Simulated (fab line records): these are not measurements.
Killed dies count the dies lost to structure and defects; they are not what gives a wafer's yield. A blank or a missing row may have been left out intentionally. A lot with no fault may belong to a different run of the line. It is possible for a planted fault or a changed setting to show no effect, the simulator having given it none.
Which tool did it? || flow gf180mcu || 33 wafers from 11 lots sampled at 5 of the route's 602 steps

== WHAT EACH GAUGE READ, for each wafer ==
GF_HV_LDD_THK_MEAS_55. Usual: HV_LDD_CVD_54_THK gives 10.08 nm (standard deviation 0.13).
{"lot": "L161", "measured": "day 12 23:40", "on": "filmMetro-02", "HV_LDD_CVD_54_THK (nm)": "10.03 9.99 9.98", "flag": ""}
{"lot": "L162", "measured": "day 13 02:11", "on": "filmMetro-04", "HV_LDD_CVD_54_THK (nm)": "10.01 10.08 10.13", "flag": ""}
{"lot": "L165", "measured": "day 14 04:41", "on": "filmMetro-02", "HV_LDD_CVD_54_THK (nm)": "10.13 9.94 10.22", "flag": ""}
{"lot": "L166", "measured": "day 14 13:38", "on": "filmMetro-03", "HV_LDD_CVD_54_THK (nm)": "9.92 10.02 9.95", "flag": ""}
{"lot": "L169", "measured": "day 15 11:40", "on": "filmMetro-02", "HV_LDD_CVD_54_THK (nm)": "9.94 9.84 9.82", "flag": ""}
{"lot": "L173", "measured": "day 16 18:20", "on": "filmMetro-02", "HV_LDD_CVD_54_THK (nm)": "10.00 10.03 10.07", "flag": ""}
{"lot": "L174", "measured": "day 17 07:26", "on": "filmMetro-04", "HV_LDD_CVD_54_THK (nm)": "10.27 10.14 10.01", "flag": ""}
{"lot": "L175", "measured": "day 17 11:36", "on": "filmMetro-02", "HV_LDD_CVD_54_THK (nm)": "10.18 10.16 10.09", "flag": ""}
{"lot": "L176", "measured": "day 17 21:59", "on": "filmMetro-02", "HV_LDD_CVD_54_THK (nm)": "10.20 9.97 10.08", "flag": ""}
{"lot": "L177", "measured": "day 18 03:43", "on": "filmMetro-03", "HV_LDD_CVD_54_THK (nm)": "10.21 10.20 10.21", "flag": ""}
{"lot": "L183", "measured": "day 20 01:32", "on": "filmMetro-04", "HV_LDD_CVD_54_THK (nm)": "10.23 10.25 10.36", "flag": ""}

GF_M1_RS_MEAS_05: measures by four-point-probe. Usual: M1_ALCU_RS gives 0.0696 ohm/sq (standard deviation 0.00073).
{"lot": "L161", "measured": "day 16 18:48", "on": "filmMetro-04", "M1_ALCU_RS (ohm/sq)": "0.0692 0.0692 0.0697", "flag": ""}
{"lot": "L162", "measured": "day 16 23:35", "on": "filmMetro-04", "M1_ALCU_RS (ohm/sq)": "0.0699 0.0694 0.0698", "flag": ""}
{"lot": "L165", "measured": "day 18 03:14", "on": "filmMetro-04", "M1_ALCU_RS (ohm/sq)": "0.0694 0.0694 0.0689", "flag": ""}
{"lot": "L166", "measured": "day 18 12:10", "on": "filmMetro-04", "M1_ALCU_RS (ohm/sq)": "0.0695 0.0699 0.0699", "flag": ""}
{"lot": "L169", "measured": "day 19 12:25", "on": "filmMetro-04", "M1_ALCU_RS (ohm/sq)": "0.0707 0.0710 0.0706", "flag": ""}
{"lot": "L173", "measured": "day 20 23:30", "on": "filmMetro-02", "M1_ALCU_RS (ohm/sq)": "0.0691 0.0687 0.0692", "flag": ""}
{"lot": "L174", "measured": "day 21 12:55", "on": "filmMetro-04", "M1_ALCU_RS (ohm/sq)": "0.0692 0.0697 0.0694", "flag": ""}
{"lot": "L175", "measured": "day 21 18:36", "on": "filmMetro-02", "M1_ALCU_RS (ohm/sq)": "0.0691 0.0692 0.0690", "flag": ""}
{"lot": "L176", "measured": "day 22 03:31", "on": "filmMetro-02", "M1_ALCU_RS (ohm/sq)": "0.0693 0.0693 0.0694", "flag": ""}
{"lot": "L177", "measured": "day 22 09:37", "on": "filmMetro-02", "M1_ALCU_RS (ohm/sq)": "0.0692 0.0692 0.0699", "flag": ""}
{"lot": "L183", "measured": "day 24 05:19", "on": "filmMetro-01", "M1_ALCU_RS (ohm/sq)": "0.0687 0.0686 0.0698", "flag": ""}

GF_M1_THK_MEAS_06: measures by xrf. Usual: M1_ALCU_THK gives 453 nm (standard deviation 5.3).
{"lot": "L161", "measured": "day 16 18:54", "on": "filmMetro-04", "M1_ALCU_THK (nm)": "461 459 453", "flag": ""}
{"lot": "L162", "measured": "day 16 23:42", "on": "filmMetro-04", "M1_ALCU_THK (nm)": "454 458 457", "flag": ""}
{"lot": "L165", "measured": "day 18 03:21", "on": "filmMetro-04", "M1_ALCU_THK (nm)": "455 456 462", "flag": ""}
{"lot": "L166", "measured": "day 18 12:17", "on": "filmMetro-04", "M1_ALCU_THK (nm)": "454 454 455", "flag": ""}
{"lot": "L169", "measured": "day 19 12:32", "on": "filmMetro-04", "M1_ALCU_THK (nm)": "443 442 450", "flag": ""}
{"lot": "L173", "measured": "day 20 23:37", "on": "filmMetro-02", "M1_ALCU_THK (nm)": "457 459 435", "flag": ""}
{"lot": "L174", "measured": "day 21 13:02", "on": "filmMetro-04", "M1_ALCU_THK (nm)": "437 457 458", "flag": ""}
{"lot": "L175", "measured": "day 21 18:42", "on": "filmMetro-02", "M1_ALCU_THK (nm)": "455 457 457", "flag": ""}
{"lot": "L176", "measured": "day 22 03:37", "on": "filmMetro-02", "M1_ALCU_THK (nm)": "452 453 452", "flag": ""}
{"lot": "L177", "measured": "day 22 09:44", "on": "filmMetro-02", "M1_ALCU_THK (nm)": "452 432 451", "flag": ""}
{"lot": "L183", "measured": "day 24 05:26", "on": "filmMetro-01", "M1_ALCU_THK (nm)": "461 462 451", "flag": ""}

== WHAT TOOL EACH LOT RAN ON (gives the tool, then ch and the chambers of the sampled wafers, and finally the start) ==
{"lot": "L161", "GF_M1_SPUTTER_03": "pvdSputter-02, day 16 18:42", "GF_M1_SPUTTER_04": "pvdSputter-02, day 16 18:43"}
{"lot": "L162", "GF_M1_SPUTTER_03": "pvdSputter-03, day 16 23:31", "GF_M1_SPUTTER_04": "pvdSputter-03, day 16 23:32"}
{"lot": "L165", "GF_M1_SPUTTER_03": "pvdSputter-02, day 18 03:10", "GF_M1_SPUTTER_04": "pvdSputter-02, day 18 03:11"}
{"lot": "L166", "GF_M1_SPUTTER_03": "pvdSputter-02, day 18 12:07", "GF_M1_SPUTTER_04": "pvdSputter-02, day 18 12:08"}
{"lot": "L169", "GF_M1_SPUTTER_03": "pvdSputter-03, day 19 12:21", "GF_M1_SPUTTER_04": "pvdSputter-03, day 19 12:22"}
{"lot": "L173", "GF_M1_SPUTTER_03": "pvdSputter-02, day 20 23:23", "GF_M1_SPUTTER_04": "pvdSputter-02, day 20 23:25"}
{"lot": "L174", "GF_M1_SPUTTER_03": "pvdSputter-02, day 21 12:52", "GF_M1_SPUTTER_04": "pvdSputter-02, day 21 12:53"}
{"lot": "L175", "GF_M1_SPUTTER_03": "pvdSputter-03, day 21 18:30", "GF_M1_SPUTTER_04": "pvdSputter-03, day 21 18:31"}
{"lot": "L176", "GF_M1_SPUTTER_03": "pvdSputter-03, day 22 03:25", "GF_M1_SPUTTER_04": "pvdSputter-03, day 22 03:26"}
{"lot": "L177", "GF_M1_SPUTTER_03": "pvdSputter-02, day 22 09:34", "GF_M1_SPUTTER_04": "pvdSputter-02, day 22 09:35"}
{"lot": "L183", "GF_M1_SPUTTER_03": "pvdSputter-01, day 24 05:14", "GF_M1_SPUTTER_04": "pvdSputter-01, day 24 05:16"}
- GF_M1_SPUTTER_03: material Ti, target thk 10 nm, time 6.7 s.
- GF_M1_SPUTTER_04: material TiN, target thk 50 nm, time 41.7 s.

== WHAT THE TOOLS THEMSELVES READ (means of the sampled wafers that have a number; where no wafer has one, the mark that the record gives instead) ==
GF_M1_SPUTTER_03. Usual: substrateTempC 300.02 C, standard deviation 0.18; throttleValvePct 29.4 %, standard deviation 0.9.
{"lot": "L161", "tool": "pvdSputter-02", "substrateTempC (C)": 299.96, "throttleValvePct (%)": 29.3, "flag": ""}
{"lot": "L162", "tool": "pvdSputter-03", "substrateTempC (C)": 299.68, "throttleValvePct (%)": 29.2, "flag": ""}
{"lot": "L165", "tool": "pvdSputter-02", "substrateTempC (C)": 300.17, "throttleValvePct (%)": 29.2, "flag": ""}
{"lot": "L166", "tool": "pvdSputter-02", "substrateTempC (C)": 299.85, "throttleValvePct (%)": 29.3, "flag": ""}
{"lot": "L169", "tool": "pvdSputter-03", "substrateTempC (C)": 300.05, "throttleValvePct (%)": 29.3, "flag": ""}
{"lot": "L173", "tool": "pvdSputter-02", "substrateTempC (C)": 300.17, "throttleValvePct (%)": 29.5, "flag": ""}
{"lot": "L174", "tool": "pvdSputter-02", "substrateTempC (C)": 300.15, "throttleValvePct (%)": 29.3, "flag": ""}
{"lot": "L175", "tool": "pvdSputter-03", "substrateTempC (C)": 300.08, "throttleValvePct (%)": 29.3, "flag": ""}
{"lot": "L176", "tool": "pvdSputter-03", "substrateTempC (C)": 300.10, "throttleValvePct (%)": 29.8, "flag": ""}
{"lot": "L177", "tool": "pvdSputter-02", "substrateTempC (C)": 299.99, "throttleValvePct (%)": 29.4, "flag": ""}
{"lot": "L183", "tool": "pvdSputter-01", "substrateTempC (C)": 299.95, "throttleValvePct (%)": 29.2, "flag": ""}

GF_M1_SPUTTER_04. Usual: throttleValvePct 29.4 %, standard deviation 0.91.
{"lot": "L161", "tool": "pvdSputter-02", "throttleValvePct (%)": 29.1, "flag": ""}
{"lot": "L162", "tool": "pvdSputter-03", "throttleValvePct (%)": 29.3, "flag": ""}
{"lot": "L165", "tool": "pvdSputter-02", "throttleValvePct (%)": 29.4, "flag": ""}
{"lot": "L166", "tool": "pvdSputter-02", "throttleValvePct (%)": 29.4, "flag": ""}
{"lot": "L169", "tool": "pvdSputter-03", "throttleValvePct (%)": 29.4, "flag": ""}
{"lot": "L173", "tool": "pvdSputter-02", "throttleValvePct (%)": 29.4, "flag": ""}
{"lot": "L174", "tool": "pvdSputter-02", "throttleValvePct (%)": 29.2, "flag": ""}
{"lot": "L175", "tool": "pvdSputter-03", "throttleValvePct (%)": 29.4, "flag": ""}
{"lot": "L176", "tool": "pvdSputter-03", "throttleValvePct (%)": 30.0, "flag": ""}
{"lot": "L177", "tool": "pvdSputter-02", "throttleValvePct (%)": 29.1, "flag": ""}
{"lot": "L183", "tool": "pvdSputter-01", "throttleValvePct (%)": 28.9, "flag": ""}

== THE ANSWER, worked out from the rows above alone ==
Rule: a lot counts as off when the mean over its wafers that have a number is more than 3 standard deviations away from the usual mean. Also off: a lot with no number at a reading for which 4 or more lots have one. The other lots that the step has rows for count as sound. The gauges are gone through in route order, then the tools' own readings, and for those a lot's mean is taken as printed above. At the first step where some lot is off, the reading lying furthest off is the one used; lots without a number count as furthest.
No lot is off at any reading shown: from this, nothing can be told.

== WHAT THE SIMULATOR HAD PUT IN ==
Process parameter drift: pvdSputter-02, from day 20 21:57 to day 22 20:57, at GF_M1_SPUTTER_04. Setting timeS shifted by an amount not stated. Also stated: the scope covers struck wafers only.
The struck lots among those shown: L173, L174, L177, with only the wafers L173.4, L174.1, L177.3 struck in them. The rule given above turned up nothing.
